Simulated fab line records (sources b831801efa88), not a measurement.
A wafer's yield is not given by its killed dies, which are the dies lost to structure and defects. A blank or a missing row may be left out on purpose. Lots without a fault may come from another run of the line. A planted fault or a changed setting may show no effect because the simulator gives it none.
Struck lot and sound lot, side by side -- flow gf180mcu -- 14 out of 602 route steps
Sound: these wafers, L224.2, L224.3, L224.6. Struck: wafers L239.1, L239.2, L239.3. At the end, the cause is stated.
At each step with rows: each side's tool, then ch and its chambers, then its first start. Under that, the readings that differ: sound wafers -- struck wafers -- difference of the means -- sigmas: that difference in standard deviations of wafers without a fault.
alike: readings with means less than 2 such deviations apart, plus words and numbers identical on both sides. not compared: withheld readings, readings lacking a value on some wafer, bounds such as >300 that could conceal the same value, and numbers that have no deviation in the record and whose values overlap.
A row with sigmas, a row that says differs or no value, or rows on one side alone: a step with any of these is where the two part. Numbers that have no deviation but don't overlap get no sigmas and don't part them. A reading that every wafer of one side lacks parts them only if that side has two wafers or more.

GF_HV_LDD_RS_MEAS_53: the measuring method here is four-point-probe.
  struck on filmMetro-01, day 19 02:32; sound on filmMetro-01, day 14 12:39
  alike: HV_LDD_RS
then, 1 step without rows for these wafers: GF_HV_LDD_CVD_54 (deposits SiO2 from TEOS, target thk 10 nm, time 75 s).
GF_HV_LDD_THK_MEAS_55:
  struck on filmMetro-03, day 19 03:40; sound on filmMetro-03, day 14 13:47
  alike: HV_LDD_CVD_54_THK
then, 1 step without rows for these wafers: GF_HV_LDD_CVD_56 (deposits Si3N4 from DCS/NH3, target thk 90 nm, time 1543 s).
GF_HV_LDD_THK_MEAS_57:
  struck on filmMetro-01, day 19 05:10; sound on filmMetro-02, day 14 15:50
  alike: HV_LDD_CVD_56_THK
GF_HV_LDD_ETCHBACK_58: etches Si3N4 in CH3F/O2, stops on SiO2, time 100 s, target depth 90 nm.
  sound on rieDiel-04 ch 2,3, day 14 15:53; struck on rieDiel-01 ch 0,1,2, day 19 05:13
  alike: drypumpMotorCurrentA, oesProductAu, throttleValvePct
  not compared: rfHoursCounterH
then, 6 steps without rows for these wafers: GF_NSD_DEHYDRATE_00 (time 60 s); GF_NSD_HMDS_01 (prime time 60 s); GF_NSD_COAT_02 (resist thk 1000 nm); GF_NSD_SOFTBAKE_03 (time 60 s); GF_NSD_EXPOSE_04 (exposes mask Nplus, target cd 400 nm); GF_NSD_PEB_05.
GF_NSD_DEVELOP_06: develop time 60 s.
  struck on lithoTrack-01, day 20 04:44; sound on lithoTrack-04 ch 0, day 15 12:44
  no value came back on the struck wafers for chillPlateTempC (C), developTimeS (s); on the sound wafers chillPlateTempC (C) reads 23.23 22.97 23.15
GF_NSD_CD_MEAS_07: the cd target is 400 nm.
  struck on cdSem-01, day 20 04:53; sound on cdSem-01, day 15 12:53
reading,sound,struck,difference,sigmas
cdNm (nm),399.6 401.6 396.5,- - -,no value on the struck wafers,

== WHERE THEY PART ==
Earliest at GF_NSD_DEVELOP_06; latest, in this record, at GF_NSD_CD_MEAS_07.

WHY: what had been put in by the simulator
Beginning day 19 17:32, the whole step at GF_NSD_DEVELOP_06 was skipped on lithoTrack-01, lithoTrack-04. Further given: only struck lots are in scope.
